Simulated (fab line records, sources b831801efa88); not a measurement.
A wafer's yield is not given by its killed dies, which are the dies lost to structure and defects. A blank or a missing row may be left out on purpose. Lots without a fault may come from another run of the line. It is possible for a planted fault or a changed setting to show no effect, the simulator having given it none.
Which tool is to blame? :: flow sfq line :: 15 lots with 44 wafers sampled at 2 steps, on a route of 325 steps

== WHAT THE GAUGES SHOWED, per wafer ==
SFQ_M2_RS_MEAS_914: measurement is done with a four-point probe. Usual: M2_NB_RS 0.898 ohm/sq, standard deviation 0.0089.
lot: L532
measured: day 23 07:31
on: film metro-04
M2_NB_RS (ohm/sq): 0.911 0.919 0.909
flag: 

lot: L533
measured: day 23 09:55
on: film metro-03
M2_NB_RS (ohm/sq): 0.884 0.889 0.888
flag: 

lot: L534
measured: day 23 13:31
on: film metro-03
M2_NB_RS (ohm/sq): 0.867 0.893 0.887
flag: 

lot: L535
measured: day 24 01:29
on: film metro-02
M2_NB_RS (ohm/sq): 0.911 0.914 0.906
flag: 

lot: L536
measured: day 24 12:14
on: film metro-04
M2_NB_RS (ohm/sq): 0.903 0.902 0.897
flag: 

lot: L537
measured: day 24 20:47
on: film metro-03
M2_NB_RS (ohm/sq): 0.892 0.889 0.890
flag: 

lot: L538
measured: day 25 00:22
on: film metro-02
M2_NB_RS (ohm/sq): 0.880 0.894 0.883
flag: 

lot: L541
measured: day 25 12:48
on: film metro-02
M2_NB_RS (ohm/sq): 1.158 0.907 0.900
flag: OFF

lot: L544
measured: day 25 22:26
on: film metro-03
M2_NB_RS (ohm/sq): 0.900 0.905 1.170
flag: OFF

lot: L547
measured: day 26 04:29
on: film metro-02
M2_NB_RS (ohm/sq): 0.901 1.156
flag: OFF

lot: L548
measured: day 26 05:37
on: film metro-04
M2_NB_RS (ohm/sq): 0.900 0.896 0.902
flag: 

lot: L549
measured: day 26 06:48
on: film metro-03
M2_NB_RS (ohm/sq): 0.898 0.903 0.907
flag: 

lot: L551
measured: day 26 09:13
on: film metro-03
M2_NB_RS (ohm/sq): 0.890 0.885 0.893
flag: 

lot: L552
measured: day 26 10:26
on: film metro-04
M2_NB_RS (ohm/sq): 0.886 0.890 0.898
flag: 

lot: L554
measured: day 26 12:49
on: film metro-02
M2_NB_RS (ohm/sq): 0.904 0.907 0.888
flag: 

== WHICH TOOL RAN EACH LOT (tool, then ch and the chambers of the sampled wafers, then the start) ==
lot: L532
SFQ_TRILAYER_M2_DEP_SPUTTER_055: pvd sputter-03, day 23 07:24

lot: L533
SFQ_TRILAYER_M2_DEP_SPUTTER_055: pvd sputter-05, day 23 09:47

lot: L534
SFQ_TRILAYER_M2_DEP_SPUTTER_055: pvd sputter-04, day 23 13:23

lot: L535
SFQ_TRILAYER_M2_DEP_SPUTTER_055: pvd sputter-03, day 24 01:24

lot: L536
SFQ_TRILAYER_M2_DEP_SPUTTER_055: pvd sputter-05, day 24 12:08

lot: L537
SFQ_TRILAYER_M2_DEP_SPUTTER_055: pvd sputter-05, day 24 20:38

lot: L538
SFQ_TRILAYER_M2_DEP_SPUTTER_055: pvd sputter-04, day 25 00:14

lot: L541
SFQ_TRILAYER_M2_DEP_SPUTTER_055: pvd sputter-05, day 25 12:43

lot: L544
SFQ_TRILAYER_M2_DEP_SPUTTER_055: pvd sputter-05, day 25 22:20

lot: L547
SFQ_TRILAYER_M2_DEP_SPUTTER_055: pvd sputter-05, day 26 04:20

lot: L548
SFQ_TRILAYER_M2_DEP_SPUTTER_055: pvd sputter-04, day 26 05:31

lot: L549
SFQ_TRILAYER_M2_DEP_SPUTTER_055: pvd sputter-03, day 26 06:43

lot: L551
SFQ_TRILAYER_M2_DEP_SPUTTER_055: pvd sputter-04, day 26 09:07

lot: L552
SFQ_TRILAYER_M2_DEP_SPUTTER_055: pvd sputter-03, day 26 10:20

lot: L554
SFQ_TRILAYER_M2_DEP_SPUTTER_055: pvd sputter-04, day 26 12:44
- SFQ_TRILAYER_M2_DEP_SPUTTER_055: material Nb, target thk 200 nm, time 133.3 s.

== AS READ BY THE TOOLS THEMSELVES (means over the sampled wafers that have a number; for cases with no such wafer, the mark the record gives instead) ==
SFQ_TRILAYER_M2_DEP_SPUTTER_055. Usual: 30.5 % for throttle valve pct, sd 1.4.
lot: L532
tool: pvd sputter-03
throttle valve pct (%): 28.8
flag: 

lot: L533
tool: pvd sputter-05
throttle valve pct (%): 29.5
flag: 

lot: L534
tool: pvd sputter-04
throttle valve pct (%): 31.2
flag: 

lot: L535
tool: pvd sputter-03
throttle valve pct (%): 31.1
flag: 

lot: L536
tool: pvd sputter-05
throttle valve pct (%): 30.4
flag: 

lot: L537
tool: pvd sputter-05
throttle valve pct (%): 30.4
flag: 

lot: L538
tool: pvd sputter-04
throttle valve pct (%): 30.5
flag: 

lot: L541
tool: pvd sputter-05
throttle valve pct (%): 29.7
flag: 

lot: L544
tool: pvd sputter-05
throttle valve pct (%): 29.6
flag: 

lot: L547
tool: pvd sputter-05
throttle valve pct (%): 28.8
flag: 

lot: L548
tool: pvd sputter-04
throttle valve pct (%): 31.3
flag: 

lot: L549
tool: pvd sputter-03
throttle valve pct (%): 30.4
flag: 

lot: L551
tool: pvd sputter-04
throttle valve pct (%): 31.5
flag: 

lot: L552
tool: pvd sputter-03
throttle valve pct (%): 28.2
flag: 

lot: L554
tool: pvd sputter-04
throttle valve pct (%): 31.0
flag: 

== THE ANSWER, worked out from the rows above alone ==
Rule: a lot counts as off when the mean over its wafers that have a number is more than 3 standard deviations away from the usual mean. Also off: a lot with no number at a reading for which 4 or more lots have one. Any other lot the step has rows for is counted as sound. The gauges are gone through in route order, then the tools' own readings, and for those a lot's mean is taken as printed above. The first step at which some lot is off is used, and at that step the reading that is off furthest; a lot without a number counts as furthest.
Off: at SFQ_M2_RS_MEAS_914 (M2_NB_RS), L541, L544, L547.
A tool fits if, at a process step before that reading, it ran every lot that is off, and no sound lot after the first of them. Those tools and the gauges at SFQ_M2_RS_MEAS_914 are tried in the same way. One fits: SFQ_TRILAYER_M2_DEP_SPUTTER_055 on pvd sputter-05. Its last sound lot is L537 (day 24 20:38), its first lot that is off L541 (day 25 12:43): a fault that began between those two fits.

== WHAT THE SIMULATOR HAD PUT IN ==
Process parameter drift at SFQ_TRILAYER_M2_DEP_SPUTTER_055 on pvd sputter-05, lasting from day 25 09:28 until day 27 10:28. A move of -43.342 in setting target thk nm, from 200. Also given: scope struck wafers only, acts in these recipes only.
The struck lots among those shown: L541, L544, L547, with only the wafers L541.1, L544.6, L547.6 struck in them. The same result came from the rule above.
